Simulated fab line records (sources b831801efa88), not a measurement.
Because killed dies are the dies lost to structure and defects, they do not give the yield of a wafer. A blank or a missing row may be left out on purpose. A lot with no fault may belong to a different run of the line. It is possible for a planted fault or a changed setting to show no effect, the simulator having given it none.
One fault through the eyes of 2 desks || flow gf180mcu || every desk sees just its own numbers, and what lay behind them comes last

== FOR THE TOOL OWNER'S DESK: lpcvd-02 ==
The tool's own readings at GF_HV_LDD_CVD_56 (deposits Si3N4 from DCS/NH3, target thk 90 nm, time 1543 s): means of the sampled wafers that have a number, for each lot that ran on this tool. A lot is out of limits, marked OUT, if its mean lies more than 4 standard deviations from the usual mean; the brackets give that distance.
Columns: A = pressure_mtorr at GF_HV_LDD_CVD_56, usual 250.0 mTorr; B = spike_tc_centre_C at GF_HV_LDD_CVD_56, usual 770.4 C; C = spike_tc_upper_C at GF_HV_LDD_CVD_56, usual 769.1 C; D = zone_power_upper_pct at GF_HV_LDD_CVD_56, usual 14.7 %
{"lot": "L340", "first seen here": "day 13 05:53", "A": 250.1, "B": 768.4, "C": 769.1, "D": 13.0}
{"lot": "L342", "first seen here": "day 13 20:59", "A": 250.2, "B": 770.8, "C": 769.4, "D": 16.4}
{"lot": "L345", "first seen here": "day 14 19:31", "A": 249.9, "B": 771.2, "C": 769.8, "D": 16.3}
{"lot": "L346", "first seen here": "day 15 03:39", "A": 249.5, "B": 771.0, "C": 768.6, "D": 16.5}
{"lot": "L348", "first seen here": "day 15 19:13", "A": 250.2, "B": 769.3, "C": 769.6, "D": 16.3}
{"lot": "L355", "first seen here": "day 18 06:26", "A": 250.3, "B": 769.0, "C": 767.7, "D": 16.6}
{"lot": "L356", "first seen here": "day 18 12:24", "A": 250.1, "B": 770.1, "C": 769.4, "D": 13.1}
{"lot": "L358", "first seen here": "day 19 01:11", "A": 251.2, "B": 770.2, "C": 769.0, "D": 16.5}
{"lot": "L361", "first seen here": "day 20 03:21", "A": 250.2, "B": 769.7, "C": 769.0, "D": 13.1}
This desk's verdict: no lot among the 9 shows anything out of limits.

== AT THE METROLOGY DESK ==
What the gauges read, lot by lot, whatever tool the lot ran on: means of the sampled wafers that have a number. A lot is out of limits, marked OUT, if its mean lies more than 4 standard deviations from the usual mean; the brackets give that distance.
Columns: A = HV_LDD_CVD_56_THK at GF_HV_LDD_THK_MEAS_57, usual 90.1 nm; B = SAB_OVL at GF_SAB_OVL_MEAS_10, usual -0.3 nm
{"lot": "L340", "first seen here": "day 13 07:20", "A": 91.7, "B": 1.2}
{"lot": "L342", "first seen here": "day 13 22:27", "A": 89.8, "B": -0.6}
{"lot": "L345", "first seen here": "day 14 20:57", "A": 90.9, "B": 0.4}
{"lot": "L346", "first seen here": "day 15 05:08", "A": "104.5 (+17) OUT", "B": -1.3}
{"lot": "L348", "first seen here": "day 15 20:39", "A": "104.4 (+16) OUT", "B": -3.1}
{"lot": "L354", "first seen here": "day 17 22:11", "A": 89.2, "B": -1.4}
{"lot": "L355", "first seen here": "day 18 07:53", "A": 90.4, "B": 0.7}
{"lot": "L356", "first seen here": "day 18 13:51", "A": 90.7, "B": -1.1}
{"lot": "L357", "first seen here": "day 18 20:17", "A": 90.3, "B": 1.0}
{"lot": "L358", "first seen here": "day 19 02:38", "A": 89.2, "B": -0.1}
{"lot": "L361", "first seen here": "day 20 04:47", "A": 90.2, "B": -1.2}
Per this desk, out of limits: L346, L348; the first was L346, day 15 05:08 (HV_LDD_CVD_56_THK at GF_HV_LDD_THK_MEAS_57). Within limits: L340, L342, L345, L354, L355, L356, L357, L358, L361.

== ALL TOGETHER ==
At day 15 05:08 the metrology desk could have sounded an alarm, on L346, L348.
Nothing out of limits was seen by the tool owner's desk.
Tool owner's desk: L346, L348 on record, inside its limits.
GF_HV_LDD_CVD_56 was run on lpcvd-02 by each of the lots named.

== WHAT THE SIMULATOR PUT IN ==
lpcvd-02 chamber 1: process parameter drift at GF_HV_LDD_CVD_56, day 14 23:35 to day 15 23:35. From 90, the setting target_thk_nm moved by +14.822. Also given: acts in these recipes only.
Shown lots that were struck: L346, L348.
Delay in hours, fault start to first out-of-limits reading, per desk: metrology desk 6.
